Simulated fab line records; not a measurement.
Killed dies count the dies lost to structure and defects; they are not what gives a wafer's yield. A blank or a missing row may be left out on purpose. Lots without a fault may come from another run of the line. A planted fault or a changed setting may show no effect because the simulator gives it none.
fab line records ; flow sky130
[record] lots = 14; wafers = 42; last-day = 50
route steps=708 shown POLY_GATE@228 LDD_HVP@284 POLY_CUT@316
lots that met no fault: from a run of the same line without faults
start-h: hours from the record's first day to the start of the lot's first wafer shown ; wait-h: hours since the lot's step before ; " repeats the value in the row above ; L1.1+2: a single row standing in for several wafers ; - value missing, or start not given ; * or withheld: withheld ; < > ~ a bound
route shown NAME@n: NAME is a module with steps in the file, n the number in the route of the first one ; usual: mean and standard deviation over wafers with no fault ; same: alike in all rows ; chamber/n: place in a boat ; sites: the reading at each site ; _std_site: standard deviation across them ; _edge_site: inner sites' mean taken away from outer sites' mean ; radius-mm: for every site, how far away it sits from the centre of the wafer ; mask NAME#n: copy n ; behind: the last tool/chamber to shape the wafer ; hold: what put the lot on hold/how long, in hours/how the hold closed ; device: names the non-switching transistor (n, p or np) ; end of line: tests run on the same wafers once the route is complete ; where a step has no rows: the recipe by itself ; killed: dies lost to structure and defects at the first sort, not the wafer's yield ; map: shows each die of a wafer: x if killed, . if not, _ if none is there
set.NAME: the run value of the setting; set.NAME@STEP: its run value at that earlier step ; model.NAME: the simulator's own value behind a step, which no gauge read
one table for each step of the route and one row for each wafer, over a sample of lots
services: a tool's chamber out of use, with start hour (start-h, from the record's first day; less than 0 if before it), hours out, and reason
[[steps]]
[step SKY_POLY_GATE_OVL_MEAS_14]
[usual] POLY_GATE_OVL = -2/6.6
lot.wafer;tool;chamber;start-h;wait-h;POLY_GATE_OVL[nm]
L598.1;overlay-01;-;367.56;0.1;4
L598.2;overlay-01;-;367.56;0.1;-7
L598.3;overlay-01;-;367.56;0.1;1
L599.1;overlay-01;-;380.68;0.1;-7
L599.2;overlay-01;-;380.68;0.1;15
L599.6;overlay-01;-;380.68;0.1;2
L600.3;overlay-02;-;395.26;0.1;8
L600.4;overlay-02;-;395.26;0.1;-5
L600.5;overlay-02;-;395.26;0.1;4
L602.1;overlay-02;-;410.30;0.1;10
L602.3;overlay-02;-;410.30;0.1;3
L602.6;overlay-02;-;410.30;0.1;-11
L603.3;overlay-01;-;419.92;0.1;7
L603.4;overlay-01;-;419.92;0.1;-1
L603.6;overlay-01;-;419.92;0.1;-10
L604.3;overlay-01;-;425.21;0.1;-2
L604.5;overlay-01;-;425.21;0.1;1
L604.6;overlay-01;-;425.21;0.1;6
L607.2;overlay-01;-;447.95;0.1;-8
L607.3;overlay-01;-;447.95;0.1;-11
L607.5;overlay-01;-;447.95;0.1;-6
L609.1;overlay-02;-;475.62;0.1;8
L609.4;overlay-02;-;475.62;0.1;-6
L609.6;overlay-02;-;475.62;0.1;-9
L610.2;overlay-01;-;482.31;0.1;-15
L610.3;overlay-01;-;482.31;0.1;4
L610.4;overlay-01;-;482.31;0.1;-6
L611.1;overlay-02;-;490.41;0.1;1
L611.3;overlay-02;-;490.41;0.1;-1
L611.4;overlay-02;-;490.41;0.1;0
L612.1;overlay-01;-;492.01;0.1;-6
L612.4;overlay-01;-;492.01;0.1;-8
L612.6;overlay-01;-;492.01;0.1;-7
L618.1;overlay-02;-;540.03;0.1;-2
L618.3;overlay-02;-;540.03;0.1;-10
L618.6;overlay-02;-;540.03;0.1;9
L620.1;overlay-02;-;554.20;0.1;3
L620.4;overlay-02;-;554.20;0.1;-1
L620.6;overlay-02;-;554.20;0.1;-6
L621.1;overlay-01;-;565.00;0.1;-2
L621.3;overlay-01;-;565.00;0.1;-9
L621.6;overlay-01;-;565.00;0.1;-16
[step SKY_POLY_GATE_ETCH_17]
[recipe] target-depth-nm = 180; stop-on = SiO2; over-etch-frac = 0.56667; chemistry = HBr/Cl2; target = poly-Si; icp-w = 400; bias-w = 100; pressure-mtorr = 10; HBr_flow_sccm = 150; Cl2_flow_sccm = 50; time-s = 70.5
[usual] drypump-motor-current-A = 5.8/0.45; oes-product-au = 0.984/0.011; throttle-valve-pct = 33.684/0.009
lot.wafer;tool;chamber;start-h;wait-h;drypump-motor-current-A;oes-product-au;rf-hours-counter-h;throttle-valve-pct
L598.1;rie-si-02;3;367.78;0.0;5.8;0.989;1;33.686
L598.2;rie-si-02;0;367.78;0.0;6.0;1.006;2;33.686
L598.3;rie-si-02;2;367.78;0.0;5.9;1.005;6;33.677
L599.1;rie-si-01;2;380.90;0.0;6.4;0.983;56;33.690
L599.2;rie-si-01;3;380.90;0.0;6.2;0.970;1;33.676
L599.6;rie-si-01;3;380.90;0.0;6.2;0.960;-;33.695
L600.3;rie-si-02;1;395.46;0.0;5.0;0.987;1;33.688
L600.4;rie-si-02;3;395.46;0.0;5.8;0.996;2;33.693
L600.5;rie-si-02;1;395.46;0.0;5.0;0.992;-;33.668
L602.1;rie-si-02;0;410.51;0.0;6.0;0.975;2;33.677
L602.3;rie-si-02;1;410.51;0.0;5.0;0.988;1;33.690
L602.6;rie-si-02;1;410.51;0.0;5.0;0.987;-;33.681
L603.3;rie-si-01;1;420.13;0.0;5.7;0.992;68;33.673
L603.4;rie-si-01;0;420.13;0.0;5.2;0.962;0;33.666
L603.6;rie-si-01;0;420.13;0.0;5.2;0.974;-;33.689
L604.3;rie-si-01;1;425.41;0.0;5.8;0.995;68;33.692
L604.5;rie-si-01;2;425.41;0.0;6.4;0.974;-;33.694
L604.6;rie-si-01;3;425.41;0.0;6.2;0.972;-;33.688
L607.2;rie-si-02;1;448.16;0.0;5.0;0.986;2;33.688
L607.3;rie-si-02;3;448.16;0.0;5.8;0.999;2;33.679
L607.5;rie-si-02;1;448.16;0.0;5.0;0.995;-;33.692
L609.1;rie-si-02;1;475.83;0.0;5.0;0.978;2;33.680
L609.4;rie-si-02;3;475.83;0.0;5.8;0.984;2;33.678
L609.6;rie-si-02;1;475.83;0.0;5.0;0.985;-;33.679
L610.2;rie-si-01;1;482.53;0.0;5.8;0.985;0;33.699
L610.3;rie-si-01;2;482.53;0.0;6.4;0.979;57;33.688
L610.4;rie-si-01;3;482.53;0.0;6.2;0.955;2;33.689
L611.1;rie-si-02;0;490.63;0.0;6.1;0.987;3;33.689
L611.3;rie-si-02;3;490.63;0.0;5.8;0.991;2;33.668
L611.4;rie-si-02;0;490.63;0.0;6.0;0.990;-;33.683
L612.1;rie-si-01;3;492.23;0.0;6.2;0.962;2;33.686
L612.4;rie-si-01;1;492.23;0.0;5.8;0.974;-;33.676
L612.6;rie-si-01;3;492.23;0.0;6.2;0.954;-;33.674
L618.1;rie-si-01;0;540.24;0.0;5.2;0.976;1;33.681
L618.3;rie-si-01;1;540.24;0.0;5.8;0.988;0;33.685
L618.6;rie-si-01;2;540.24;0.0;6.4;0.993;-;33.675
L620.1;rie-si-01;0;554.41;0.0;5.2;0.972;1;33.692
L620.4;rie-si-01;3;554.41;0.0;6.2;0.970;2;33.686
L620.6;rie-si-01;1;554.41;0.0;5.8;0.976;-;33.690
L621.1;rie-si-02;0;565.21;0.0;6.1;0.986;3;33.692
L621.3;rie-si-02;3;565.21;0.0;5.8;0.994;2;33.678
L621.6;rie-si-02;3;565.21;0.0;5.8;0.980;-;33.689
[step SKY_LDD_HVP_DEVELOP_06]
[recipe] resist = NOVOLAK; developer = TMAH; develop-time-s = 60; dev-temp-c = 23
lot.wafer;tool;chamber;start-h;wait-h
L598.1+2+3;litho-track-04;0;493.28;0.1
L599.1+2+6;litho-track-04;0;502.93;0.1
L600.3+4+5;litho-track-04;0;521.13;0.1
L602.1+3+6;litho-track-02;0;539.41;0.1
L603.3+4+6;litho-track-02;0;545.91;0.1
L604.3+5+6;litho-track-03;0;550.84;0.1
L607.2+3+5;litho-track-03;0;572.11;0.1
L609.1+4+6;litho-track-04;0;598.03;0.1
L610.2+3+4;litho-track-02;0;604.33;0.1
L611.1+3+4;litho-track-02;0;613.16;0.1
L612.1+4+6;litho-track-02;0;614.36;0.1
L618.1+3+6;litho-track-03;0;660.99;0.1
L620.1+4+6;litho-track-03;0;673.59;0.1
L621.1+3+6;litho-track-04;0;682.68;0.1
[step SKY_LDD_HVP_TW_MEAS_10]
[usual] LDD_HVP_TW = 458/3.9
lot.wafer;tool;chamber;start-h;wait-h;LDD_HVP_TW
L598.1;film-metro-01;-;493.71;0.1;452
L598.2;film-metro-01;-;493.71;0.1;452
L598.3;film-metro-01;-;493.71;0.1;450
L599.1;film-metro-01;-;503.36;0.1;455
L599.2;film-metro-01;-;503.36;0.1;450
L599.6;film-metro-01;-;503.36;0.1;452
L600.3;film-metro-04;-;521.55;0.1;460
L600.4;film-metro-04;-;521.55;0.1;455
L600.5;film-metro-04;-;521.55;0.1;456
L602.1;film-metro-01;-;539.84;0.1;454
L602.3;film-metro-01;-;539.84;0.1;452
L602.6;film-metro-01;-;539.84;0.1;454
L603.3;film-metro-01;-;546.31;0.1;455
L603.4;film-metro-01;-;546.31;0.1;454
L603.6;film-metro-01;-;546.31;0.1;455
L604.3;film-metro-03;-;551.27;0.1;464
L604.5;film-metro-03;-;551.27;0.1;462
L604.6;film-metro-03;-;551.27;0.1;461
L607.2;film-metro-03;-;572.53;0.1;460
L607.3;film-metro-03;-;572.53;0.1;459
L607.5;film-metro-03;-;572.53;0.1;460
L609.1;film-metro-03;-;598.46;0.1;461
L609.4;film-metro-03;-;598.46;0.1;463
L609.6;film-metro-03;-;598.46;0.1;458
L610.2;film-metro-03;-;604.75;0.1;460
L610.3;film-metro-03;-;604.75;0.1;461
L610.4;film-metro-03;-;604.75;0.1;460
L611.1;film-metro-03;-;613.59;0.1;458
L611.3;film-metro-03;-;613.59;0.1;460
L611.4;film-metro-03;-;613.59;0.1;460
L612.1;film-metro-03;-;614.79;0.1;461
L612.4;film-metro-03;-;614.79;0.1;460
L612.6;film-metro-03;-;614.79;0.1;459
L618.1;film-metro-03;-;661.42;0.1;464
L618.3;film-metro-03;-;661.42;0.1;465
L618.6;film-metro-03;-;661.42;0.1;74
L620.1;film-metro-03;-;674.02;0.1;456
L620.4;film-metro-03;-;674.02;0.1;75
L620.6;film-metro-03;-;674.02;0.1;75
L621.1;film-metro-04;-;683.11;0.1;459
L621.3;film-metro-04;-;683.11;0.1;460
L621.6;film-metro-04;-;683.11;0.1;459
[step SKY_POLY_CUT_OVL_MEAS_09]
[usual] POLY_CUT_OVL = 2/5
lot.wafer;tool;chamber;start-h;wait-h;POLY_CUT_OVL[nm]
L598.1;overlay-01;-;558.09;0.1;0
L598.2;overlay-01;-;558.09;0.1;1
L598.3;overlay-01;-;558.09;0.1;7
L599.1;overlay-02;-;566.15;0.1;6
L599.2;overlay-02;-;566.15;0.1;-2
L599.6;overlay-02;-;566.15;0.1;-1
L600.3;overlay-02;-;584.20;0.1;1
L600.4;overlay-02;-;584.20;0.1;-1
L600.5;overlay-02;-;584.20;0.1;0
L602.1;overlay-01;-;600.15;0.1;0
L602.3;overlay-01;-;600.15;0.1;-1
L602.6;overlay-01;-;600.15;0.1;1
L603.3;overlay-01;-;609.49;0.1;-1
L603.4;overlay-01;-;609.49;0.1;0
L603.6;overlay-01;-;609.49;0.1;5
L604.3;overlay-02;-;611.94;0.1;5
L604.5;overlay-02;-;611.94;0.1;10
L604.6;overlay-02;-;611.94;0.1;6
L607.2;overlay-01;-;633.95;0.1;5
L607.3;overlay-01;-;633.95;0.1;-3
L607.5;overlay-01;-;633.95;0.1;5
L609.1;overlay-02;-;657.69;0.1;0
L609.4;overlay-02;-;657.69;0.1;1
L609.6;overlay-02;-;657.69;0.1;-1
L610.2;overlay-02;-;665.85;0.1;2
L610.3;overlay-02;-;665.85;0.1;5
L610.4;overlay-02;-;665.85;0.1;-3
L611.1;overlay-01;-;672.50;0.1;6
L611.3;overlay-01;-;672.50;0.1;-7
L611.4;overlay-01;-;672.50;0.1;3
L612.1;overlay-02;-;674.65;0.1;3
L612.4;overlay-02;-;674.65;0.1;11
L612.6;overlay-02;-;674.65;0.1;3
L618.1;overlay-02;-;719.73;0.1;0
L618.3;overlay-02;-;719.73;0.1;-5
L618.6;overlay-02;-;719.73;0.1;0
L620.1;overlay-02;-;733.63;0.1;3
L620.4;overlay-02;-;733.63;0.1;2
L620.6;overlay-02;-;733.63;0.1;6
L621.1;overlay-01;-;741.50;0.1;0
L621.3;overlay-01;-;741.50;0.1;3
L621.6;overlay-01;-;741.50;0.1;-2
[[services]]
tool;chamber;start-h;hours;kind
rie-si-01;0;347.63;41.6;repair
rie-si-01;-;357.32;0.2;repair
rie-si-02;0;378.69;4.3;repair
rie-si-01;0;389.25;-;clean
rie-si-01;0;389.25;21.5;scheduled-down
rie-si-01;0;389.25;21.5;vent-cycle
rie-si-02;3;438.35;1.8;repair
rie-si-01;1;445.54;-;clean
rie-si-01;1;445.54;19.6;scheduled-down
rie-si-01;1;445.54;19.6;vent-cycle
rie-si-02;3;463.32;5.1;repair
rie-si-02;2;477.98;34.3;repair
rie-si-01;2;489.93;4.9;repair
rie-si-01;2;495.00;-;clean
rie-si-01;2;495.00;29.6;scheduled-down
rie-si-01;2;495.00;29.6;vent-cycle
rie-si-02;3;529.78;3.3;repair
rie-si-02;1;565.73;8.0;repair
rie-si-02;-;588.15;0.4;repair
litho-track-03;-;601.63;-;consumable-replace:filter
rie-si-02;0;641.07;12.9;repair
rie-si-02;3;660.85;4.4;repair
[[key]]
[first-sign] step = SKY_LDD_HVP_TW_MEAS_10; reading = LDD_HVP_TW; direction = down; sigmas = 98; usual = 458; struck = 75
effect none on later readings
met-at SKY_LDD_HVP_DEVELOP_06
struck-lots L618,L620
struck-wafers L618.6,L620.4,L620.6
sort-left-out L618.6,L620.4,L620.6
tester-left-out L618,L620
not-acting-at SKY_POLY_GATE_OVL_MEAS_14,SKY_POLY_GATE_ETCH_17,SKY_POLY_CUT_OVL_MEAS_09
onset-between 572.11 660.99
[fault] kind = process-parameter-drift; tool = litho-track-03; chamber = -; onset-h = 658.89; steps = SKY_LDD_HVP_DEVELOP_06; channel = develop-time-s; offset = *; shape = step; end-h = 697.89; scope = struck-wafers-only; acts-in = *; stated = *
// tester-left-out: of these lots the tester's yield and bins aren't shown, on N5 and GAA mostly nor the transistor test; their killed dies are dies lost to structure and defects alone, not to doping, threshold or leakage, so they don't give the yield
// sort-left-out: the simulated sort isn't trusted on such a fault, so these wafers' sort isn't shown, and their yield isn't known
